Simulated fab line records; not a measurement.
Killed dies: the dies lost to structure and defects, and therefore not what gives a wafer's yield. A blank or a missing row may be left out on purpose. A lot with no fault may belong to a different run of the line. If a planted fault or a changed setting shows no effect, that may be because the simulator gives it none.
Which tool did it? -- flow sky130 -- 11 lots, 32 wafers sampled, at 2 steps of a route of 708

WHAT THE GAUGES READ, wafer by wafer
SKY_VIA1_RS_MEAS_22: a four-point-probe measurement.
lot,measured,on,VIA1_W_RS (ohm/sq)
L865,day 34 12:41,film metro-03,0.429 0.428 0.427
L864,day 34 18:32,film metro-04,0.424 0.424 0.420
L866,day 35 14:11,film metro-02,0.439 0.434 0.428
L869,day 35 19:46,film metro-03,0.426 0.426 0.425
L871,day 38 08:32,film metro-04,0.431 0.433 0.427
L875,day 38 11:23,film metro-04,0.419 0.429 0.423
L877,day 38 11:35,film metro-02,0.413 0.424 0.413
L881,day 39 17:07,film metro-02,0.347 0.354
L884,day 39 21:37,film metro-03,0.340 0.346 0.349
L886,day 40 16:53,film metro-04,0.423 0.425 0.425
L887,day 40 21:07,film metro-04,0.423 0.426 0.420

WHAT TOOL EACH LOT RAN ON (gives the tool, then ch and the chambers of the sampled wafers, and finally the start)
lot,SKY_VIA1_CVD_21
L865,"cvd w-02 ch 0, day 34 12:36"
L864,"cvd w-01 ch 1, day 34 18:25"
L866,"cvd w-01 ch 0,1, day 35 14:05"
L869,"cvd w-01 ch 0, day 35 19:39"
L871,"cvd w-01 ch 0, day 38 08:25"
L875,"cvd w-02 ch 0,1, day 38 11:17"
L877,"cvd w-01 ch 0,1, day 38 11:29"
L881,"cvd w-01 ch 0,1, day 39 16:59"
L884,"cvd w-01 ch 0,1, day 39 21:31"
L886,"cvd w-02 ch 0,1, day 40 16:46"
L887,"cvd w-02 ch 0,1, day 40 20:57"
- SKY_VIA1_CVD_21: deposits W, target thk 270 nm, time 80.902 s.

THE ANSWER, worked out from the rows above alone
Rule: usual is defined by the lots themselves. The widest of any qualifying gaps counts: lots, ordered by their means at a reading, are off when they make up no more than a third of the lots, leave a main group of 4 or more, and stand apart from it by 3 or more times the standard deviation of that group's means. A main group is skipped when, at the precision printed for the reading in the tables above, its means are all equal. A lot without any number at a reading at which 4 lots or more have one is off too. The other lots that the step has rows for count as sound.
Off: at SKY_VIA1_RS_MEAS_22 (VIA1_W_RS), L881, L884. For the main group the mean is 0.425 ohm/sq and the standard deviation 0.0046.
A tool fits if, at a process step before that reading, it ran every lot that is off, and no sound lot after the first of them. Gauges at SKY_VIA1_RS_MEAS_22: tried the same way as those tools. One fits: cvd w-01 at SKY_VIA1_CVD_21. A fault onset in the window from L877 (day 38 11:29, its last sound lot) to L881 (day 39 16:59, its first lot off) fits.

WHAT HAD BEEN PUT IN BY THE SIMULATOR
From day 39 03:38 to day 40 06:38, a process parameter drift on cvd w-01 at SKY_VIA1_CVD_21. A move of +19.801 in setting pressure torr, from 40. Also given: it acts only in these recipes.
Struck lots among those shown: L881, L884. The rule above reached the same finding.
